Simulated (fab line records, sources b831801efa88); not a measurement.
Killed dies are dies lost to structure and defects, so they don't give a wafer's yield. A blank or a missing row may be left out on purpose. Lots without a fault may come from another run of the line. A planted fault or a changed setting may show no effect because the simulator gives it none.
Which tool did it? | flow gf180mcu | 12 lots, 36 wafers sampled, at 4 steps of a route of 602

WHAT THE GAUGES READ, wafer by wafer
GF_POLY_GATE_OVL_MEAS_11.
lot  | measured     | on         | POLY_GATE_OVL (nm)
L668 | day 9 08:50  | overlay-02 | -12 -13 -9
L667 | day 9 09:04  | overlay-02 | -3 -5 -5
L670 | day 10 05:32 | overlay-01 | -2 4 4
L678 | day 12 10:52 | overlay-02 | 3 3 3
L679 | day 12 14:49 | overlay-01 | 7 -4 3
L680 | day 12 20:34 | overlay-02 | 5 8 3
L682 | day 13 14:25 | overlay-02 | -7 -13 -9
L685 | day 14 13:22 | overlay-01 | -8 -14 -7
L686 | day 14 20:06 | overlay-01 | 5 10 5
L688 | day 15 10:55 | overlay-02 | 2 1 -1
L689 | day 15 16:08 | overlay-02 | -3 -1 1
L690 | day 16 00:21 | overlay-02 | 1 2 -5

GF_HV_LDD_RS_MEAS_53: measures by four-point-probe.
lot  | measured     | on            | HV_LDD_RS (ohm/sq)
L668 | day 12 15:16 | film_metro-01 | 418.4 418.0 418.5
L667 | day 12 16:07 | film_metro-04 | 419.2 419.4 420.7
L670 | day 13 12:35 | film_metro-04 | 418.8 418.4 419.3
L678 | day 15 22:56 | film_metro-04 | 418.3 417.5 418.1
L679 | day 16 04:56 | film_metro-02 | 417.0 415.5 416.4
L680 | day 16 10:55 | film_metro-02 | 415.0 415.5 414.5
L682 | day 17 09:11 | film_metro-01 | 418.5 419.3 417.8
L685 | day 18 09:27 | film_metro-01 | 419.3 418.8 420.0
L686 | day 18 19:01 | film_metro-04 | 419.7 420.5 420.4
L688 | day 19 11:59 | film_metro-02 | 418.9 418.8 417.8
L689 | day 19 18:14 | film_metro-01 | 419.5 420.0 421.1
L690 | day 20 03:03 | film_metro-04 | 418.3 418.8 419.6

WHICH TOOL RAN EACH LOT (tool, then ch and the chambers of the sampled wafers, then the start)
lot  | GF_POLY_GATE_ETCH_12               | GF_HV_LDD_RTA_52
L668 | rie_diel-01 ch 0,1,3, day 9 08:51  | rtp_anneal-02 ch 0, day 12 15:11
L667 | rie_diel-02 ch 0,1,3, day 9 09:05  | rtp_anneal-01 ch 0, day 12 15:52
L670 | rie_diel-02 ch 2,3, day 10 05:34   | rtp_anneal-02 ch 0, day 13 12:31
L678 | rie_diel-02 ch 0,3, day 12 10:53   | rtp_anneal-01 ch 0, day 15 22:51
L679 | rie_diel-02 ch 0,1,2, day 12 14:51 | rtp_anneal-01 ch 0, day 16 04:48
L680 | rie_diel-02 ch 1,3, day 12 20:36   | rtp_anneal-01 ch 0, day 16 10:50
L682 | rie_diel-01 ch 1,2, day 13 14:26   | rtp_anneal-02 ch 0, day 17 09:07
L685 | rie_diel-02 ch 1,3, day 14 13:23   | rtp_anneal-02 ch 0, day 18 09:23
L686 | rie_diel-01 ch 0,2, day 14 20:08   | rtp_anneal-02 ch 0, day 18 18:58
L688 | rie_diel-02 ch 0,1,2, day 15 10:56 | rtp_anneal-01 ch 0, day 19 11:56
L689 | rie_diel-03 ch 2,3, day 15 16:10   | rtp_anneal-02 ch 0, day 19 18:06
L690 | rie_diel-02 ch 0,1,3, day 16 00:23 | rtp_anneal-02 ch 0, day 20 02:55
- GF_POLY_GATE_ETCH_12: etches BARC in N2/H2.
- GF_HV_LDD_RTA_52: time 10 s.

WHAT THE TOOLS THEMSELVES READ (means of the sampled wafers that have a number; where no wafer has one, the mark that the record gives instead)
GF_POLY_GATE_ETCH_12.
lot  | tool        | chamber_pressure_mTorr (mTorr) | drypump_motor_current_A (A) | oes_product_au (a.u.) | throttle_valve_pct (%)
L668 | rie_diel-01 | 29.994                         | 6.0                         | 0.734                 | 13.216
L667 | rie_diel-02 | 29.998                         | 5.8                         | 0.735                 | 13.215
L670 | rie_diel-02 | 30.000                         | 5.8                         | 0.735                 | 13.221
L678 | rie_diel-02 | 29.998                         | 5.7                         | 0.736                 | 13.212
L679 | rie_diel-02 | 29.975                         | 5.9                         | 0.737                 | 13.225
L680 | rie_diel-02 | 29.988                         | 5.9                         | 0.731                 | 13.214
L682 | rie_diel-01 | 30.008                         | 6.6                         | 0.735                 | 13.213
L685 | rie_diel-02 | 29.992                         | 5.8                         | 0.738                 | 13.209
L686 | rie_diel-01 | 29.988                         | 6.3                         | 0.733                 | 13.222
L688 | rie_diel-02 | 30.033                         | 5.9                         | 0.736                 | 13.215
L689 | rie_diel-03 | 29.993                         | 5.4                         | 0.735                 | 13.209
L690 | rie_diel-02 | 30.012                         | 5.8                         | 0.737                 | 13.216

GF_HV_LDD_RTA_52.
lot  | tool          | lamp_power_pct (%) | wafer_temp_C_max
L668 | rtp_anneal-02 | 27.2               | 1004.0
L667 | rtp_anneal-01 | 32.3               | 1003.5
L670 | rtp_anneal-02 | 27.2               | 1003.9
L678 | rtp_anneal-01 | 32.2               | 1003.1
L679 | rtp_anneal-01 | 25.2               | 909.7
L680 | rtp_anneal-01 | 25.3               | 909.5
L682 | rtp_anneal-02 | 27.2               | 1003.3
L685 | rtp_anneal-02 | 27.2               | 1003.1
L686 | rtp_anneal-02 | 27.2               | 1003.5
L688 | rtp_anneal-01 | 32.3               | 1002.6
L689 | rtp_anneal-02 | 27.2               | 1003.5
L690 | rtp_anneal-02 | 27.2               | 1003.5

THE ANSWER, worked out from the rows above alone
Rule: what is usual is taken from the lots themselves. Put in order of their means at a reading, lots are off if they are a third of the lots or fewer, leave a main group of 4 or more, and stand apart from it by a gap of 3 or more times the standard deviation of the main group's means; of several such gaps the widest counts. A main group whose means are all the same, to the digits that the tables above print for the reading, isn't used. A lot without any number at a reading at which 4 lots or more have one is off too. The other lots that the step has rows for count as sound. The gauges are gone through in route order, then the tools' own readings, and for those a lot's mean is taken as printed above. The first step at which some lot is off is used, and at that step the reading that is off furthest; a lot without a number counts as furthest.
Off: L679, L680, at GF_HV_LDD_RTA_52 (wafer_temp_C_max). The main group: mean 1003.4, standard deviation 0.38.
A tool fits if, at that step or a process step before it, it ran every lot that is off, and no sound lot after the first of them. None of those tried fits.

WHAT THE SIMULATOR HAD PUT IN
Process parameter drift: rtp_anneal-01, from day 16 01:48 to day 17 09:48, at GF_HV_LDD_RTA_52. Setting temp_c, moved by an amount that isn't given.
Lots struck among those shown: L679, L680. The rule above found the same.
